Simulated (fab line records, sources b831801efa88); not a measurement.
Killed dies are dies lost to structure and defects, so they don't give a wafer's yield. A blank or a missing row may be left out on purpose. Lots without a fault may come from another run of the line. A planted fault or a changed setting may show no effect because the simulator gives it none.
fab line records | flow sky130
record lots=24 wafers=72 last_day=50
route steps=708 shown POLY_GATE@205 METAL1@434 VIA1@471 METAL4@632
lots that met no fault: from a run of the same line without faults
start_h: hours from the record's first day to the start of the lot's first wafer shown | wait_h: hours since the lot's step before | " the same as in the row above | L1.1+2: a row that stands for several wafers | - no value, or no start given | * or withheld: withheld | < > ~ a bound
route shown NAME@n: a module of which the file shows steps, and the number in the route of the first | usual: mean/standard deviation of fault-free wafers | same: alike in all rows | chamber/n: place in a boat | sites: the reading at each site | _std_site: their standard deviation | _edge_site: outer sites' mean less inner sites' | radius_mm: how far each site lies from the wafer's centre | mask NAME#n: copy n | behind: the tool/chamber that last shaped the wafer | hold: why the lot was held/for how many hours/how that ended | device: the transistor (n, p or np) that didn't switch | end of line: the same wafers' tests at the end of the route | a step without rows: its recipe alone | killed: dies lost to structure and defects at the first sort, not the wafer's yield | map: a wafer's dies, x killed, . not, _ none there
set.NAME: the setting as run; set.NAME@STEP: as run at that earlier step | model.NAME: the simulator's own value behind a step, which no gauge read
steps of the route over a sample of lots; a table a step, a row a wafer
services: from which hour (start_h, from the record's first day; less than 0 if before it) a tool's chamber was out of use, for how many hours, and why
## steps
# step SKY_POLY_GATE_THK_MEAS_01
# recipe reads=poly-Si_of_POLY_GATE_CVD_00
# usual POLY_GATE_CVD_00_THK=180.1/1.8
# columns lot.wafer tool chamber start_h wait_h POLY_GATE_CVD_00_THK[nm]
L074.2 film_metro-01 - 315.52 0.0 178.4
L074.4 " - " " 178.9
L074.5 " - " " 179.3
L075.2 film_metro-04 - 324.37 0.0 179.2
L075.5 " - " " 179.1
L075.6 " - " " 177.9
L076.2 film_metro-02 - 324.37 0.0 178.9
L076.4 " - " " 178.9
L076.5 " - " " 178.1
L077.2 film_metro-01 - 333.06 0.0 181.7
L077.3 " - " " 181.1
L077.5 " - " " 182.7
L078.2 film_metro-02 - 345.72 0.0 182.8
L078.4 " - " " 182.3
L078.6 " - " " 181.0
L079.1 film_metro-04 - 347.60 0.0 178.8
L079.3 " - " " 179.3
L079.6 " - " " 177.4
L080.1 film_metro-04 - 357.62 0.0 178.1
L080.2 " - " " 179.7
L080.5 " - " " 179.3
L081.1 film_metro-02 - 390.78 0.0 177.5
L081.2 " - " " 178.0
L081.6 " - " " 178.7
L082.1 film_metro-01 - 390.78 0.0 180.1
L082.4 " - " " 178.6
L082.6 " - " " 180.4
L083.4 film_metro-04 - 402.54 0.0 177.8
L083.5 " - " " 177.8
L083.6 " - " " 177.1
L085.1 film_metro-02 - 420.11 0.0 181.4
L085.2 " - " " 181.9
L085.6 " - " " 181.8
L084.2 film_metro-01 - 420.12 0.0 179.5
L084.5 " - " " 180.3
L084.6 " - " " 181.2
L086.2 film_metro-01 - 432.92 0.0 180.8
L086.5 " - " " 181.0
L086.6 " - " " 180.6
L088.1 film_metro-02 - 441.39 0.0 181.1
L088.5 " - " " 179.5
L088.6 " - " " 179.2
L087.2 film_metro-04 - 441.40 0.0 179.5
L087.4 " - " " 179.3
L087.5 " - " " 179.2
L089.1 film_metro-01 - 456.05 0.0 180.3
L089.2 " - " " 181.0
L089.6 " - " " 180.0
L090.1 film_metro-02 - 471.15 0.0 181.8
L090.4 " - " " 181.2
L090.6 " - " " 181.5
L091.1 film_metro-04 - 471.15 0.0 179.3
L091.3 " - " " 176.6
L091.4 " - " " 178.4
L093.1 film_metro-02 - 483.75 0.0 180.3
L093.3 " - " " 179.8
L093.5 " - " " 179.9
L094.1 film_metro-01 - 483.75 0.0 184.2
L094.5 " - " " 183.5
L094.6 " - " " 182.2
L092.3 film_metro-04 - 483.77 0.0 181.4
L092.4 " - " " 180.6
L092.5 " - " " 179.5
L095.3 film_metro-01 - 496.44 0.0 183.1
L095.4 " - " " 183.4
L095.5 " - " " 183.0
L096.2 film_metro-04 - 504.48 0.0 182.1
L096.3 " - " " 182.3
L096.4 " - " " 182.7
L097.1 film_metro-04 - 506.00 0.0 178.6
L097.3 " - " " 179.9
L097.5 " - " " 179.1
# step SKY_POLY_GATE_ETCH_16
# recipe stop_on=poly-Si chemistry=CH3F/O2 target=Si3N4 source_w=400 bias_w=80 pressure_mtorr=25 ch3f_flow_sccm=40 O2_flow_sccm=30 time_s=147.5 target_depth_a=750
# usual drypump_motor_current_A=5.5/0.47 oes_product_au=0.641/0.0054 throttle_valve_pct=10.534/0.0092
# columns lot.wafer tool chamber start_h wait_h drypump_motor_current_A oes_product_au rf_hours_counter_h throttle_valve_pct
L074.2 rie_diel-04 0 372.68 0.0 5.4 0.642 38 10.528
L074.4 " 2 " " 4.9 0.646 - 10.533
L074.5 " 0 " " 5.4 0.641 - 10.530
L076.2 rie_diel-04 1 383.42 0.0 5.0 0.651 53 10.531
L076.4 " 2 " " 4.9 0.641 - 10.530
L076.5 " 1 " " 5.0 0.638 - 10.526
L075.2 rie_diel-01 0 383.63 0.0 5.8 0.633 16 10.540
L075.5 " 0 " " 5.8 0.643 - 10.536
L075.6 " 3 " " 5.5 0.641 - 10.548
L077.2 rie_diel-04 2 390.43 0.0 4.9 0.642 14 10.528
L077.3 " 0 " " 5.4 0.649 38 10.516
L077.5 " 1 " " 4.9 0.638 - 10.527
L078.2 rie_diel-04 0 402.12 0.0 5.4 0.630 39 10.533
L078.4 " 1 " " 4.9 0.629 53 10.534
L078.6 " 0 " " 5.4 0.641 - 10.541
L079.1 rie_diel-02 2 404.91 0.1 6.4 0.645 55 10.515
L079.3 " 0 " " 6.0 0.648 - 10.543
L079.6 " 0 " " 6.0 0.646 - 10.528
L080.1 rie_diel-01 2 415.53 0.0 4.8 0.645 29 10.525
L080.2 " 1 " " 5.7 0.643 14 10.535
L080.5 " 3 " " 5.5 0.644 - 10.542
L081.1 rie_diel-04 2 451.02 0.0 4.9 0.640 15 10.520
L081.2 " 3 " " 5.9 0.653 1 10.551
L081.6 " 3 " " 6.0 0.639 - 10.542
L082.1 rie_diel-02 1 452.32 0.0 5.1 0.634 67 10.544
L082.4 " 0 " " 6.0 0.636 68 10.532
L082.6 " 3 " " 5.4 0.647 - 10.538
L083.4 rie_diel-04 0 461.77 0.0 5.4 0.640 40 10.544
L083.5 " 2 " " 4.9 0.646 - 10.530
L083.6 " 1 " " 4.9 0.647 - 10.539
L084.2 rie_diel-01 2 480.62 0.0 4.8 0.643 30 10.515
L084.5 " 1 " " 5.6 0.640 - 10.530
L084.6 " 0 " " 5.8 0.638 - 10.536
L085.1 rie_diel-02 1 481.97 0.0 5.1 0.636 68 10.526
L085.2 " 2 " " 6.4 0.639 56 10.540
L085.6 " 0 " " 5.9 0.630 - 10.539
L086.2 rie_diel-04 0 494.67 0.0 5.4 0.634 40 10.513
L086.5 " 0 " " 5.4 0.634 - 10.521
L086.6 " 3 " " 6.0 0.639 - 10.528
L088.1 rie_diel-04 3 503.43 0.0 6.0 0.649 2 10.539
L088.5 " 3 " " 6.0 0.647 - 10.541
L088.6 " 2 " " 4.9 0.661 - 10.531
L087.2 rie_diel-01 1 504.57 0.0 5.6 0.634 16 10.534
L087.4 " 2 " " 4.8 0.640 - 10.537
L087.5 " 1 " " 5.6 0.642 - 10.521
L089.1 rie_diel-01 2 516.67 0.0 4.8 0.654 31 10.513
L089.2 " 1 " " 5.6 0.640 16 10.543
L089.6 " 0 " " 5.8 0.645 - 10.545
L091.1 rie_diel-01 0 533.57 0.0 5.8 0.647 19 10.541
L091.3 " 1 " " 5.6 0.636 17 10.544
L091.4 " 2 " " 4.8 0.629 31 10.529
L090.1 rie_diel-02 1 534.07 0.0 5.2 0.645 68 10.531
L090.4 " 0 " " 6.0 0.643 69 10.540
L090.6 " 0 " " 5.9 0.645 - 10.544
L093.1 rie_diel-01 3 545.67 0.0 5.5 0.644 1 10.549
L093.3 " 1 " " 5.7 0.635 17 10.536
L093.5 " 3 " " 5.5 0.643 - 10.518
L092.3 rie_diel-04 2 546.18 0.0 4.9 0.641 17 10.531
L092.4 " 3 " " 6.0 0.636 3 10.537
L092.5 " 1 " " 5.0 0.643 - 10.524
L094.1 rie_diel-02 0 546.72 0.0 5.9 0.635 70 10.505
L094.5 " 2 " " 6.3 0.641 - 10.541
L094.6 " 1 " " 5.2 0.644 - 10.539
L095.3 rie_diel-02 3 558.29 0.0 5.4 0.646 2 10.537
L095.4 " 1 " " 5.2 0.644 69 10.536
L095.5 " 3 " " 5.4 0.644 - 10.528
L096.2 rie_diel-02 3 567.32 0.0 5.4 0.642 2 10.533
L096.3 " 1 " " 5.1 0.631 69 10.545
L096.4 " 2 " " 6.3 0.638 58 10.548
L097.1 rie_diel-04 2 568.68 0.0 4.9 0.641 17 10.514
L097.3 " 1 " " 5.0 0.648 56 10.510
L097.5 " 1 " " 4.9 0.636 - 10.542
# step SKY_METAL1_SPUTTER_00
# recipe material=Ti target_thk_nm=15 power_w=3000 time_s=10 chamber_pressure_pa=0.4
# usual throttle_valve_pct=29.7/0.9
# columns lot.wafer tool chamber start_h wait_h throttle_valve_pct
L074.2 pvd_sputter-02 - 736.47 0.2 29.5
L074.4 " - " " 29.2
L074.5 " - " " 29.2
L076.2 pvd_sputter-02 - 748.70 0.2 29.2
L076.4 " - " " 29.4
L076.5 " - " " 29.3
L075.2 pvd_sputter-02 - 750.31 0.2 29.2
L075.5 " - " " 29.6
L075.6 " - " " 29.0
L077.2 pvd_sputter-02 - 759.89 0.1 29.3
L077.3 " - " " 29.4
L077.5 " - " " 29.8
L078.2 pvd_sputter-02 - 770.71 0.2 29.2
L078.4 " - " " 28.9
L078.6 " - " " 29.1
L079.1 pvd_sputter-01 - 772.22 0.2 29.1
L079.3 " - " " 29.7
L079.6 " - " " 30.1
L080.1 pvd_sputter-04 - 782.66 0.1 30.9
L080.2 " - " " 28.4
L080.5 " - " " 30.8
L081.1 pvd_sputter-01 - 808.06 0.2 29.6
L081.2 " - " " 30.1
L081.6 " - " " 29.9
L082.1 pvd_sputter-04 - 809.57 0.2 28.1
L082.4 " - " " 29.9
L082.6 " - " " 31.2
L083.4 pvd_sputter-02 - 819.04 0.2 29.5
L083.5 " - " " 28.8
L083.6 " - " " 30.2
L084.2 pvd_sputter-04 - 833.42 0.1 30.9
L084.5 " - " " 31.0
L084.6 " - " " 30.7
L085.1 pvd_sputter-04 - 835.97 0.2 30.4
L085.2 " - " " 31.0
L085.6 " - " " 30.0
L086.2 pvd_sputter-02 - 842.81 0.2 29.9
L086.5 " - " " 28.6
L086.6 " - " " 29.3
L088.1 pvd_sputter-04 - 855.67 0.1 28.2
L088.5 " - " " 28.2
L088.6 " - " " 31.1
L087.2 pvd_sputter-02 - 856.26 0.2 29.9
L087.4 " - " " 29.5
L087.5 " - " " 28.8
L089.1 pvd_sputter-04 - 863.72 0.1 28.2
L089.2 " - " " 30.9
L089.6 " - " " 30.9
L091.1 pvd_sputter-04 - 879.83 0.2 30.1
L091.3 " - " " 31.1
L091.4 " - " " 28.1
L090.1 pvd_sputter-02 - 880.76 0.2 28.9
L090.4 " - " " 29.8
L090.6 " - " " 29.4
L093.1 pvd_sputter-04 - 886.02 0.2 28.2
L093.3 " - " " 31.1
L093.5 " - " " 30.9
L092.3 pvd_sputter-01 - 892.08 0.1 30.2
L092.4 " - " " 29.3
L092.5 " - " " 29.6
L094.1 pvd_sputter-04 - 892.43 0.2 31.0
L094.5 " - " " 30.8
L094.6 " - " " 28.2
L095.3 pvd_sputter-04 - 898.38 0.1 28.2
L095.4 " - " " 31.1
L095.5 " - " " 30.9
L096.2 pvd_sputter-02 - 908.35 0.1 29.9
L096.3 " - " " 29.0
L096.4 " - " " 28.7
L097.1 pvd_sputter-01 - 909.76 0.1 29.9
L097.3 " - " " 30.0
L097.5 " - " " 30.1
# step SKY_VIA1_OVL_MEAS_13
# usual VIA1_OVL=-1/4.7
# columns lot.wafer tool chamber start_h wait_h VIA1_OVL[nm]
L074.2 overlay-02 - 791.03 0.1 -3
L074.4 " - " " -2
L074.5 " - " " 0
L076.2 overlay-02 - 803.71 0.1 -3
L076.4 " - " " -6
L076.5 " - " " -4
L075.2 overlay-01 - 805.31 0.1 1
L075.5 " - " " 0
L075.6 " - " " 0
L077.2 overlay-01 - 813.83 0.1 -3
L077.3 " - " " -6
L077.5 " - " " 2
L078.2 overlay-01 - 824.76 0.1 -1
L078.4 " - " " -2
L078.6 " - " " 3
L079.1 overlay-01 - 826.25 0.1 4
L079.3 " - " " 0
L079.6 " - " " 3
L080.1 overlay-02 - 837.15 0.1 -6
L080.2 " - " " -7
L080.5 " - " " -3
L081.1 overlay-02 - 861.83 0.1 -1
L081.2 " - " " 10
L081.6 " - " " 2
L082.1 overlay-01 - 863.45 0.1 -7
L082.4 " - " " 0
L082.6 " - " " -8
L083.4 overlay-02 - 871.00 0.1 4
L083.5 " - " " -7
L083.6 " - " " -2
L084.2 overlay-01 - 886.33 0.1 8
L084.5 " - " " 6
L084.6 " - " " 4
L085.1 overlay-01 - 889.80 0.1 1
L085.2 " - " " 2
L085.6 " - " " 6
L086.2 overlay-01 - 896.85 0.1 -1
L086.5 " - " " -2
L086.6 " - " " -6
L088.1 overlay-01 - 909.90 0.1 -7
L088.5 " - " " -5
L088.6 " - " " 1
L087.2 overlay-01 - 910.25 0.1 -5
L087.4 " - " " -3
L087.5 " - " " -4
L089.1 overlay-01 - 917.43 0.1 10
L089.2 " - " " 4
L089.6 " - " " 3
L091.1 overlay-01 - 930.08 0.1 2
L091.3 " - " " 2
L091.4 " - " " -3
L090.1 overlay-02 - 931.71 0.1 4
L090.4 " - " " 2
L090.6 " - " " 6
L093.1 overlay-02 - 938.25 0.1 -5
L093.3 " - " " -4
L093.5 " - " " 5
L092.3 overlay-01 - 943.57 0.1 -3
L092.4 " - " " -1
L092.5 " - " " -1
L094.1 overlay-02 - 943.73 0.1 -4
L094.5 " - " " -2
L094.6 " - " " 0
L095.3 overlay-01 - 949.94 0.1 0
L095.4 " - " " 0
L095.5 " - " " -2
L096.2 overlay-02 - 958.71 0.1 -1
L096.3 " - " " -2
L096.4 " - " " 7
L097.1 overlay-01 - 960.83 0.1 -6
L097.3 " - " " -2
L097.5 " - " " -4
# step SKY_VIA1_ETCH_14
# recipe chemistry=N2/H2 target=BARC ion_energy_ev=200 source_w=500 bias_w=100 pressure_mtorr=30 n2_flow_sccm=100 h2_flow_sccm=200 stop_on=SiO2 time_s=45.9 target_depth_a=600
# usual drypump_motor_current_A=5.3/0.39 n2_flow_sccm=100.0/0.32 oes_product_au=0.854/0.0043 throttle_valve_pct=13.224/0.0095
# columns lot.wafer tool chamber start_h wait_h drypump_motor_current_A n2_flow_sccm oes_product_au rf_hours_counter_h throttle_valve_pct
L074.2 rie_diel-01 2 791.06 0.0 4.8 100.1 0.854 38 13.244
L074.4 " 0 " " 5.8 99.9 0.855 25 13.240
L074.5 " 3 " " 5.5 100.5 0.855 - 13.231
L076.2 rie_diel-04 1 803.74 0.0 5.0 99.7 0.864 3 13.228
L076.4 " 3 " " 6.0 100.1 0.858 9 13.213
L076.5 " 3 " " 6.0 99.9 0.858 - 13.219
L075.2 rie_diel-01 3 805.34 0.0 5.5 100.1 0.857 6 13.228
L075.5 " 3 " " 5.5 100.0 0.853 - 13.223
L075.6 " 1 " " 5.6 100.2 0.852 - 13.220
L077.2 rie_diel-03 0 813.86 0.0 5.8 99.9 0.858 11 13.219
L077.3 " 3 " " 5.1 99.7 0.851 4 13.225
L077.5 " 1 " " 5.2 100.5 0.856 - 13.227
L078.2 rie_diel-01 3 824.79 0.0 5.5 99.8 0.855 6 13.227
L078.4 " 0 " " 5.8 99.6 0.853 25 13.221
L078.6 " 1 " " 5.6 99.4 0.855 - 13.213
L079.1 rie_diel-03 0 826.28 0.0 5.8 99.9 0.855 11 13.217
L079.3 " 3 " " 5.1 99.9 0.859 5 13.242
L079.6 " 1 " " 5.1 99.5 0.857 - 13.219
L080.1 rie_diel-04 1 837.18 0.0 5.0 100.4 0.853 4 13.231
L080.2 " 0 " " 5.4 99.7 0.854 2 13.225
L080.5 " 3 " " 6.0 100.4 0.848 - 13.227
L081.1 rie_diel-03 2 861.86 0.0 4.9 99.8 0.854 15 13.230
L081.2 " 3 " " 5.1 100.0 0.847 6 13.209
L081.6 " 3 " " 5.1 99.4 0.858 - 13.236
L082.1 rie_diel-04 2 863.48 0.0 4.9 99.7 0.857 25 13.205
L082.4 " 1 " " 5.0 99.9 0.853 5 13.221
L082.6 " 3 " " 5.9 99.9 0.848 - 13.236
L083.4 rie_diel-03 0 871.01 0.0 5.8 99.8 0.856 13 13.226
L083.5 " 2 " " 4.9 100.3 0.854 - 13.231
L083.6 " 1 " " 5.1 100.1 0.853 - 13.239
L084.2 rie_diel-03 3 886.36 0.0 5.1 100.0 0.856 7 13.231
L084.5 " 3 " " 5.1 99.8 0.854 - 13.215
L084.6 " 2 " " 4.9 100.3 0.856 - 13.225
L085.1 rie_diel-04 3 889.83 0.0 6.0 100.1 0.850 12 13.207
L085.2 " 1 " " 4.9 101.1 0.859 6 13.244
L085.6 " 3 " " 6.0 100.2 0.863 - 13.222
L086.2 rie_diel-03 1 896.88 0.0 5.1 100.4 0.853 11 13.218
L086.5 " 0 " " 5.8 100.0 0.851 - 13.232
L086.6 " 3 " " 5.1 100.1 0.855 - 13.221
L088.1 rie_diel-03 1 909.93 0.0 5.1 99.6 0.857 12 13.233
L088.5 " 3 " " 5.1 100.3 0.856 - 13.231
L088.6 " 0 " " 5.8 100.3 0.853 - 13.224
L087.2 rie_diel-04 2 910.28 0.0 4.9 99.9 0.855 0 13.215
L087.4 " 1 " " 5.0 99.6 0.852 7 13.222
L087.5 " 2 " " 4.9 100.0 0.847 - 13.235
L089.1 rie_diel-01 0 917.46 0.0 5.8 100.3 0.854 1 13.215
L089.2 " 2 " " 4.8 100.6 0.848 3 13.218
L089.6 " 2 " " 4.8 100.6 0.857 - 13.221
L091.1 rie_diel-04 3 930.11 0.0 5.9 100.2 0.852 14 13.225
L091.3 " 2 " " 4.9 100.3 0.841 2 13.221
L091.4 " 1 " " 5.0 99.8 0.859 8 13.220
L090.1 rie_diel-03 0 931.74 0.0 5.8 99.9 0.856 15 13.235
L090.4 " 3 " " 5.1 99.9 0.847 8 13.232
L090.6 " 0 " " 5.8 99.5 0.859 - 13.235
L093.1 rie_diel-03 1 938.28 0.0 5.1 99.9 0.848 13 13.214
L093.3 " 2 " " 4.9 100.2 0.850 17 13.234
L093.5 " 3 " " 5.1 99.7 0.854 - 13.237
L092.3 rie_diel-04 0 943.59 0.0 5.4 99.5 0.855 6 13.244
L092.4 " 2 " " 4.9 99.8 0.861 2 13.219
L092.5 " 2 " " 4.9 99.5 0.851 - 13.210
L094.1 rie_diel-03 0 943.77 0.0 5.8 99.9 0.847 15 13.221
L094.5 " 1 " " 5.1 99.6 0.856 - 13.213
L094.6 " 0 " " 5.8 99.6 0.851 - 13.229
L095.3 rie_diel-04 2 949.97 0.0 4.9 100.0 0.855 2 13.229
L095.4 " 3 " " 6.0 100.4 0.855 15 13.230
L095.5 " 3 " " 6.0 99.8 0.852 - 13.222
L096.2 rie_diel-04 3 958.74 0.0 6.0 100.3 0.853 15 13.236
L096.3 " 0 " " 5.5 99.8 0.844 7 13.219
L096.4 " 1 " " 4.9 100.2 0.856 9 13.235
L097.1 rie_diel-01 1 960.87 0.0 5.6 99.8 0.857 0 13.223
L097.3 " 0 " " 5.8 99.7 0.844 2 13.224
L097.5 " 1 " " 5.7 100.0 0.855 - 13.226
# step SKY_METAL4_ETCH_16
# recipe chemistry=N2/H2 target=BARC ion_energy_ev=200 bias_w=100 pressure_mtorr=30 n2_flow_sccm=100 h2_flow_sccm=200 icp_w=500 stop_on=SiO2 time_s=88.2 target_depth_a=600
# usual drypump_motor_current_A=5.9/0.47 n2_flow_sccm=100.04/0.3 oes_product_au=0.625/0.0047 throttle_valve_pct=13.205/0.0088
# columns lot.wafer tool chamber start_h wait_h drypump_motor_current_A n2_flow_sccm oes_product_au rf_hours_counter_h throttle_valve_pct
L074.2 rie_metal-01 0 976.98 0.0 5.3 99.98 0.620 22 13.209
L074.4 " 0 " " 5.3 99.89 0.629 - 13.212
L074.5 " 1 " " 6.6 100.15 0.623 - 13.214
L076.2 rie_metal-03 0 986.72 0.0 5.8 100.06 0.628 10 13.210
L076.4 " 1 " " 5.5 99.92 0.618 - 13.182
L076.5 " 0 " " 5.8 100.01 0.618 - 13.210
L075.2 rie_metal-01 0 990.60 0.0 5.2 99.66 0.625 22 13.208
L075.5 " 0 " " 5.3 99.91 0.620 - 13.211
L075.6 " 1 " " 6.6 100.15 0.626 - 13.218
L077.2 rie_metal-01 1 996.90 0.0 6.6 100.06 0.618 11 13.206
L077.3 " 1 " " 6.6 100.06 0.624 - 13.207
L077.5 " 1 " " 6.6 100.57 0.621 - 13.195
L078.2 rie_metal-01 1 1007.12 0.0 6.6 100.23 0.627 11 13.204
L078.4 " 0 " " 5.3 100.04 0.624 - 13.200
L078.6 " 0 " " 5.3 100.14 0.631 - 13.195
L079.1 rie_metal-03 1 1008.93 0.0 5.6 100.29 0.637 14 13.182
L079.3 " 0 " " 5.8 100.25 0.626 - 13.207
L079.6 " 0 " " 5.8 100.12 0.621 - 13.206
L080.1 rie_metal-03 1 1016.47 0.0 5.5 99.72 0.623 15 13.208
L080.2 " 0 " " 5.8 99.77 0.620 12 13.198
L080.5 " 1 " " 5.5 100.10 0.621 - 13.198
L081.1 rie_metal-02 1 1040.00 0.0 5.7 100.03 0.632 16 13.203
L081.2 " 0 " " 6.4 99.71 0.624 4 13.204
L081.6 " 1 " " 5.7 100.24 0.620 - 13.191
L082.1 rie_metal-02 1 1041.65 0.0 5.7 100.16 0.619 16 13.212
L082.4 " 1 " " 5.7 99.56 0.626 - 13.202
L082.6 " 0 " " 6.4 100.35 0.626 - 13.217
L083.4 rie_metal-01 1 1048.01 0.1 6.6 100.33 0.624 - 13.210
L083.5 " 1 " " 6.6 99.91 0.628 - 13.202
L083.6 " 1 " " 6.6 100.24 0.625 - 13.206
L084.2 rie_metal-01 1 1061.30 0.0 6.6 99.83 0.629 16 13.201
L084.5 " 1 " " 6.6 100.09 0.626 - 13.201
L084.6 " 0 " " 5.3 100.20 0.624 - 13.212
L085.1 rie_metal-01 0 1062.68 0.0 5.3 99.99 0.626 0 13.207
L085.2 " 1 " " 6.6 99.57 0.639 16 13.194
L085.6 " 1 " " 6.6 99.54 0.616 - 13.225
L086.2 rie_metal-03 0 1069.67 0.0 5.8 99.75 0.626 15 13.186
L086.5 " 1 " " 5.6 99.79 0.629 - 13.212
L086.6 " 0 " " 5.8 100.14 0.634 - 13.207
L088.1 rie_metal-02 1 1079.12 0.0 5.7 100.11 0.624 19 13.209
L088.5 " 0 " " 6.4 100.14 0.622 - 13.210
L088.6 " 1 " " 5.7 100.15 0.616 - 13.188
L087.2 rie_metal-03 1 1079.24 0.0 5.5 99.90 0.621 19 13.212
L087.4 " 0 " " 5.8 99.89 0.625 - 13.200
L087.5 " 0 " " 5.8 99.87 0.637 - 13.208
L089.1 rie_metal-03 1 1083.73 0.0 5.5 100.01 0.631 20 13.215
L089.2 " 0 " " 5.8 100.78 0.622 16 13.202
L089.6 " 1 " " 5.5 99.89 0.625 - 13.207
L091.1 rie_metal-02 1 1095.75 0.1 5.7 100.53 0.626 21 13.208
L091.3 " 1 " " 5.7 100.63 0.634 - 13.201
L091.4 " 1 " " 5.7 100.65 0.630 - 13.197
L090.1 rie_metal-02 0 1097.32 0.0 6.4 99.94 0.631 7 13.204
L090.4 " 1 " " 5.7 99.89 0.631 - 13.209
L090.6 " 1 " " 5.7 100.05 0.619 - 13.217
L093.1 rie_metal-02 1 1104.07 0.0 5.7 100.76 0.623 22 13.225
L093.3 " 0 " " 6.4 100.38 0.629 - 13.201
L093.5 " 0 " " 6.4 100.20 0.624 - 13.203
L092.3 rie_metal-02 1 1108.37 0.0 5.7 100.28 0.629 - 13.200
L092.4 " 0 " " 6.4 99.10 0.626 - 13.198
L092.5 " 1 " " 5.7 100.13 0.622 - 13.203
L094.1 rie_metal-02 1 1109.03 0.0 5.7 99.91 0.632 22 13.210
L094.5 " 1 " " 5.7 99.78 0.623 - 13.201
L094.6 " 0 " " 6.4 99.91 0.622 - 13.204
L095.3 rie_metal-03 0 1114.18 0.0 5.8 100.06 0.622 - 13.197
L095.4 " 1 " " 5.5 100.13 0.629 - 13.179
L095.5 " 0 " " 5.8 99.89 0.628 - 13.203
L096.2 rie_metal-03 0 1119.50 0.0 5.8 99.89 0.620 17 13.195
L096.3 " 1 " " 5.5 99.95 0.631 - 13.193
L096.4 " 0 " " 5.8 100.06 0.629 - 13.194
L097.1 rie_metal-01 0 1120.38 0.0 5.3 100.05 0.621 7 13.193
L097.3 " 1 " " 6.6 99.86 0.626 - 13.196
L097.5 " 1 " " 6.6 99.83 0.621 - 13.197
## services
# columns tool chamber start_h hours kind
rie_diel-01 - 352.45 2.2 repair
rie_diel-04 - 403.34 14.6 pm
rie_diel-04 2 429.45 7.3 repair
rie_diel-01 1 481.52 1.5 repair
rie_diel-01 3 551.03 62.2 repair
rie_diel-01 0 553.52 1.7 repair
rie_diel-01 0 565.22 18.6 repair
rie_diel-01 - 591.88 2.8 pm
rie_diel-01 0 596.37 19.9 repair
rie_diel-04 3 601.82 2.9 repair
rie_diel-04 2 611.03 12.8 repair
rie_diel-04 1 614.39 7.8 repair
rie_diel-01 0 624.56 4.1 repair
rie_diel-04 - 656.46 0.5 repair
rie_diel-04 - 691.91 0.3 repair
rie_diel-04 - 783.03 0.3 repair
rie_diel-04 - 870.38 1.7 repair
rie_diel-04 2 886.15 7.7 repair
rie_diel-04 0 918.81 9.9 repair
rie_diel-04 - 921.33 0.3 repair
rie_diel-04 3 935.64 4.5 repair
rie_diel-04 - 1021.30 0.2 repair
rie_diel-04 1 1025.70 18.2 repair
rie_diel-04 3 1032.78 9.7 repair
## key
fault none
